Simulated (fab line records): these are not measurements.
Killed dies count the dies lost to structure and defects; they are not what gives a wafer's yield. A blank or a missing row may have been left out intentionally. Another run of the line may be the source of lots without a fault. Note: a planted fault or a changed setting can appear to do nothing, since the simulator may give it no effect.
Which tool was responsible? | flow sky130 | 12 lots with 34 wafers sampled at 5 steps, on a route of 708 steps

WHAT EACH GAUGE READ, for each wafer
SKY_CONTACT_BOW_MEAS_05.
lot  | measured     | on            | CONTACT_BOW (um)
L783 | day 31 05:02 | film metro-02 | 87 80 84
L784 | day 31 11:11 | film metro-03 | 68 79 87
L785 | day 31 14:41 | film metro-02 | 83 83 77
L787 | day 32 08:11 | film metro-02 | 79 80 69
L788 | day 32 12:55 | film metro-03 | 91 85 75
L789 | day 32 17:45 | film metro-02 | 83 83 83
L790 | day 32 21:58 | film metro-02 | 70 79 72
L791 | day 33 05:40 | film metro-03 | 77 70 70
L792 | day 33 14:31 | film metro-01 | 84 93 93
L799 | day 35 21:51 | film metro-02 | 73 84 78
L800 | day 36 03:37 | film metro-03 | 88 71
L801 | day 36 08:59 | film metro-03 | 86 78

SKY_CAP2M_THK_MEAS_04: measures by xrf.
lot  | measured     | on            | CAP2M_TIN_THK (nm)
L783 | day 40 09:17 | film metro-04 | 199.0 199.3 200.8
L784 | day 40 13:59 | film metro-01 | 199.3 198.1 200.3
L785 | day 40 18:11 | film metro-01 | 203.8 206.0 205.3
L787 | day 41 09:52 | film metro-03 | 203.3 204.0 203.8
L788 | day 41 14:56 | film metro-03 | 200.6 201.6 198.6
L789 | day 41 16:49 | film metro-04 | 196.5 198.7 195.5
L790 | day 41 21:47 | film metro-03 | 201.8 199.8 195.7
L791 | day 42 04:43 | film metro-04 | 201.6 198.6 197.2
L792 | day 42 14:53 | film metro-04 | 196.8 193.6 196.0
L799 | day 44 14:38 | film metro-04 | 197.9 194.7 194.4
L800 | day 44 18:35 | film metro-01 | 206.7 203.8
L801 | day 44 21:19 | film metro-03 | 196.8 199.4

SKY_METAL4_CD_MEAS_13: target cd 300 nm.
lot  | measured     | on        | cd nm (nm)
L783 | day 42 09:44 | cd sem-02 | 299.6 298.4 300.2
L784 | day 42 13:16 | cd sem-01 | 298.5 299.3 299.1
L785 | day 42 17:37 | cd sem-01 | 301.2 300.7 301.0
L787 | day 43 08:50 | cd sem-02 | 298.7 298.3 299.1
L788 | day 43 14:28 | cd sem-02 | 301.5 303.0 302.3
L789 | day 43 16:00 | cd sem-01 | 301.0 302.1 299.3
L790 | day 43 20:08 | cd sem-02 | 300.0 300.6 299.4
L791 | day 44 03:23 | cd sem-01 | 301.8 301.8 300.9
L792 | day 44 13:40 | cd sem-02 | 302.5 301.2 302.6
L799 | day 46 09:11 | cd sem-02 | 301.8 300.3 299.8
L800 | day 46 13:47 | cd sem-02 | 216.4 298.0
L801 | day 46 15:26 | cd sem-02 | 300.5 216.1

WHAT TOOL EACH LOT RAN ON (gives the tool, then ch and the chambers of the sampled wafers, and finally the start)
lot  | SKY_METAL2_ETCH_18                | SKY_METAL4_EXPOSE_10
L783 | rie metal-01 ch 0,1, day 35 21:23 | krf scanner-01 ch 0, day 41 22:14
L784 | rie metal-01 ch 0,1, day 36 02:38 | krf scanner-01 ch 0, day 42 01:46
L785 | rie metal-01 ch 0,1, day 36 05:57 | krf scanner-01 ch 0, day 42 06:47
L787 | rie metal-03 ch 0,1, day 36 23:07 | krf scanner-02 ch 0, day 42 20:51
L788 | rie metal-04 ch 1, day 37 04:30   | krf scanner-01 ch 0, day 43 03:23
L789 | rie metal-03 ch 0,1, day 37 06:31 | krf scanner-02 ch 0, day 43 04:31
L790 | rie metal-01 ch 0,1, day 37 11:58 | krf scanner-01 ch 0, day 43 09:40
L791 | rie metal-01 ch 0,1, day 37 18:50 | krf scanner-01 ch 0, day 43 16:11
L792 | rie metal-04 ch 0,1, day 38 05:01 | krf scanner-02 ch 0, day 44 02:03
L799 | rie metal-03 ch 0,1, day 40 09:09 | krf scanner-02 ch 0, day 45 22:37
L800 | rie metal-04 ch 0,1, day 40 13:23 | krf scanner-01 ch 0, day 46 03:40
L801 | rie metal-01 ch 0,1, day 40 18:04 | krf scanner-01 ch 0, day 46 05:50
- SKY_METAL2_ETCH_18: etches BARC in N2/H2, stops on SiO2, time 45.9 s, target depth 60 nm.
- SKY_METAL4_EXPOSE_10: exposes mask MM4, target cd 300 nm.

WHAT THE TOOLS THEMSELVES READ (means of the sampled wafers that have a number; where no wafer has one, the mark that the record gives instead)
SKY_METAL2_ETCH_18.
lot  | tool         | drypump motor current A (A) | he backside leak sccm (sccm) | oes product au (a.u.) | throttle valve pct (%)
L783 | rie metal-01 | 5.5                         | 3.30                         | 0.853                 | 13.221
L784 | rie metal-01 | 5.5                         | 3.40                         | 0.853                 | 13.229
L785 | rie metal-01 | 5.5                         | 3.37                         | 0.855                 | 13.220
L787 | rie metal-03 | 5.7                         | 3.13                         | 0.853                 | 13.227
L788 | rie metal-04 | 5.7                         | 3.37                         | 0.858                 | 13.228
L789 | rie metal-03 | 5.4                         | 3.10                         | 0.859                 | 13.220
L790 | rie metal-01 | 5.5                         | 3.38                         | 0.855                 | 13.226
L791 | rie metal-01 | 5.5                         | 3.35                         | 0.849                 | 13.227
L792 | rie metal-04 | 5.7                         | 3.42                         | 0.849                 | 13.229
L799 | rie metal-03 | 5.4                         | 3.08                         | 0.854                 | 13.218
L800 | rie metal-04 | 5.7                         | 3.33                         | 0.853                 | 13.226
L801 | rie metal-01 | 5.5                         | 3.45                         | 0.855                 | 13.227

SKY_METAL4_EXPOSE_10.
lot  | tool           | stage vel mm s (mm/s)
L783 | krf scanner-01 | 500.06
L784 | krf scanner-01 | 500.04
L785 | krf scanner-01 | 500.04
L787 | krf scanner-02 | 499.93
L788 | krf scanner-01 | 499.52
L789 | krf scanner-02 | 500.07
L790 | krf scanner-01 | 499.82
L791 | krf scanner-01 | 499.52
L792 | krf scanner-02 | 499.96
L799 | krf scanner-02 | 500.27
L800 | krf scanner-01 | 500.03
L801 | krf scanner-01 | 500.15

THE ANSWER, worked out from the rows above alone
Rule: the lots themselves supply what counts as usual. The widest of any qualifying gaps counts: lots, ordered by their means at a reading, are off when they make up no more than a third of the lots, leave a main group of 4 or more, and stand apart from it by 3 or more times the standard deviation of that group's means. Not used: any main group whose means are identical at the precision the tables above print for the reading. A lot without any number at a reading at which 4 lots or more have one is off too. All remaining lots with rows at the step are treated as sound. After the gauges, taken in route order, come the tools' own readings; for these a lot's mean is taken, as printed above. The first step at which some lot is off is used, and at that step the reading that is off furthest; a lot without a number counts as furthest.
Off: L800, L801 (SKY_METAL4_CD_MEAS_13, cd nm). Mean 300.5 nm and standard deviation 1.2 in the main group.
A tool fits if, at a process step before that reading, it ran every lot that is off, and no sound lot after the first of them. Gauges at SKY_METAL4_CD_MEAS_13: tried the same way as those tools. Undecided on this evidence; 2 tools fit (krf scanner-01 at SKY_METAL4_EXPOSE_10, cd sem-02 at SKY_METAL4_CD_MEAS_13).

WHAT WAS PUT IN BY THE SIMULATOR
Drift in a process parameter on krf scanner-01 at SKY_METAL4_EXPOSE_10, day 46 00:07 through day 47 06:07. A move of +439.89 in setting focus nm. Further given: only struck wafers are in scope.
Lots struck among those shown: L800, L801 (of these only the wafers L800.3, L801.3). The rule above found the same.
